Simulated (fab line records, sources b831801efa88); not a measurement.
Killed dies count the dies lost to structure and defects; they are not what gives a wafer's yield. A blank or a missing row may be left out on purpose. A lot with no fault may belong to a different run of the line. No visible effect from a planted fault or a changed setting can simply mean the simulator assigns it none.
Matching of chambers    flow sky130    SKY_METAL4_ETCH_17 on rieDiel-03: 4 sister chambers
The step etches SiO2 in C4F8/O2/Ar, stops on TiN, time 3.9 s, target depth 15 nm. 18 wafers are shown with their chamber, then 9 later ones without.

WAFERS WITH THEIR CHAMBER
wafer   chamber  rfFwdPowerW (W)  oesProductAu (a.u.)  chamberPressureMTorr (mTorr)
L075.3  0        1486             0.746                40.02
L075.5  3        1474             0.754                39.98
L075.6  0        1480             0.745                39.97
L079.1  2        1469             0.742                40.00
L079.2  0        1476             0.757                40.04
L079.5  0        1477             0.757                40.01
L078.1  0        1483             0.756                40.03
L078.4  1        1465             0.759                40.04
L078.6  0        1478             0.758                40.00
L086.2  1        1456             0.761                40.00
L086.4  3        1472             0.761                39.94
L086.5  3        1472             0.749                40.02
L087.4  3        1477             0.758                40.02
L087.5  1        1462             0.759                40.00
L087.6  2        1473             0.752                40.08
L090.2  1        1470             0.751                39.99
L090.3  3        1485             0.750                40.04
L090.4  2        1469             0.760                39.99

SIGNATURES (averages over the wafers above)
reading               chamber 0  chamber 1  chamber 2  chamber 3  scatter within a chamber
rfFwdPowerW           1480.00    1463.25    1470.33    1476.00    4.67
oesProductAu          0.75317    0.75750    0.75133    0.75440    0.00601
chamberPressureMTorr  40.0117    40.0075    40.0233    40.0000    0.0336
Rule: a wafer's distance from a chamber is the root of the sum, over the readings, of the square of ((its reading less the chamber's mean) divided by the reading's scatter). The wafer belongs to the nearest chamber; if the next one is less than 2 further off, it can't be placed. The scatter: take each reading less its chamber's mean, square it, sum over the shown wafers, divide by the number of wafers less the number of chambers, and take the root.

WAFERS WITHOUT THEIR CHAMBER
wafer   rfFwdPowerW (W)  oesProductAu (a.u.)  chamberPressureMTorr (mTorr)
L092.3  1474             0.749                40.05
L092.5  1459             0.749                39.98
L092.6  1476             0.748                39.99
L093.1  1460             0.753                40.00
L093.5  1467             0.762                39.98
L093.6  1471             0.752                39.99
L094.1  1463             0.750                39.92
L094.2  1478             0.745                40.03
L094.6  1463             0.753                40.03

CHAMBER TAKEN BY EACH
wafer   from the rows above                in truth
L092.3  can't be placed: 2 or 3 or 0 or 1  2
L092.5  can't be placed: 1 or 2 or 3       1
L092.6  can't be placed: 3 or 0 or 2       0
L093.1  can't be placed: 1 or 2            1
L093.5  can't be placed: 1 or 2 or 3 or 0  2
L093.6  can't be placed: 2 or 3 or 1 or 0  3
L094.1  can't be placed: 1 or 2 or 3 or 0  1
L094.2  can't be placed: 0 or 3 or 2       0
L094.6  can't be placed: 1 or 2 or 3       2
Placed correctly: 0 of 9. These rows do not allow placing 9 (true chamber among the candidates in 9). 0 placed wrongly.
